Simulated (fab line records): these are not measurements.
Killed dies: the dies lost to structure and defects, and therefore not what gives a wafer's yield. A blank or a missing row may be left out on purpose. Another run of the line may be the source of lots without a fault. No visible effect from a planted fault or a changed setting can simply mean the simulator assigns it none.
A single fault, viewed from 2 desks	flow gf180mcu	every desk sees just its own numbers, and what lay behind them comes last

## AT THE METROLOGY DESK
Lot by lot, what the gauges showed, no matter which tool ran the lot: averages of those sampled wafers that carry a number. A lot is out of limits, marked OUT, if its mean lies more than 4 standard deviations from the usual mean; the brackets give that distance.
Columns: A = V2_OVL at GF_V2_OVL_MEAS_15, usual 2 nm
lot	first seen here	A
L800	day 20 12:50	4
L801	day 20 19:05	7
L803	day 21 10:23	-1
L805	day 22 06:56	-6
L804	day 22 10:47	2
L807	day 23 03:07	2
L815	day 26 00:54	-2
L817	day 26 11:29	4
L818	day 26 19:16	-2
L819	day 27 00:29	7
L820	day 27 11:48	-2
L821	day 27 12:05	-2
L823	day 27 23:52	1
This desk's finding: nothing out of limits on any of the 13 lots.

## TOOL OWNER'S DESK, cmp-01
The tool's own readings at GF_V3_CMP_26 (polishes, stops on SiO2, t overpolish 15 s, target thk 0 nm): means of the sampled wafers that have a number, for each lot that ran on this tool. A lot is out of limits, marked OUT, if its mean lies more than 4 standard deviations from the usual mean; the brackets give that distance.
Columns: A = motor-current-A at GF_V3_CMP_26, usual 11.5 A; B = overpolish-run-s at GF_V3_CMP_26, usual 15.001 s; C = slurry-filter-dp-kPa at GF_V3_CMP_26, usual 13.51 kPa; D = slurry-flow-ml-min at GF_V3_CMP_26, usual 150.0; E = time-to-endpoint-s at GF_V3_CMP_26, usual 84 s
lot	first seen here	A	B	C	D	E
L800	day 22 16:56	12.2	14.999	13.52	150.4	84
L805	day 24 09:04	11.8	15.016	13.44	149.6	83
L804	day 24 12:58	11.8	14.996	13.59	149.9	85
L807	day 25 04:17	11.6	5.028 (-99 or more) OUT	13.45	150.2	111 (+5.9) OUT
L817	day 28 08:29	12.6	15.006	13.54	150.0	84
L819	day 28 20:46	12.5	15.003	13.54	149.7	86
L821	day 29 07:46	11.7	15.002	13.47	149.9	89
Finding of this desk: L807 out of limits; the first was L807 at day 25 04:17, on overpolish-run-s at GF_V3_CMP_26. L800, L805, L804, L817, L819, L821 stayed within limits.

## BROUGHT TOGETHER
The tool owner's desk had the chance to raise an alarm at day 25 04:17 on L807.
From the metrology desk's view, nothing was out of limits.
The metrology desk has L807 on record, within its limits.
All the named lots went through GF_V3_CMP_26 on cmp-01.

## WHAT THE SIMULATOR HAD PUT IN
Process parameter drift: cmp-01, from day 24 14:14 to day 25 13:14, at GF_V3_CMP_26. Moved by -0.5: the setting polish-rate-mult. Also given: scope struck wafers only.
Struck lots among those shown: L807.
Delay in hours, fault start to first out-of-limits reading, by desk: the tool owner's desk at 14.
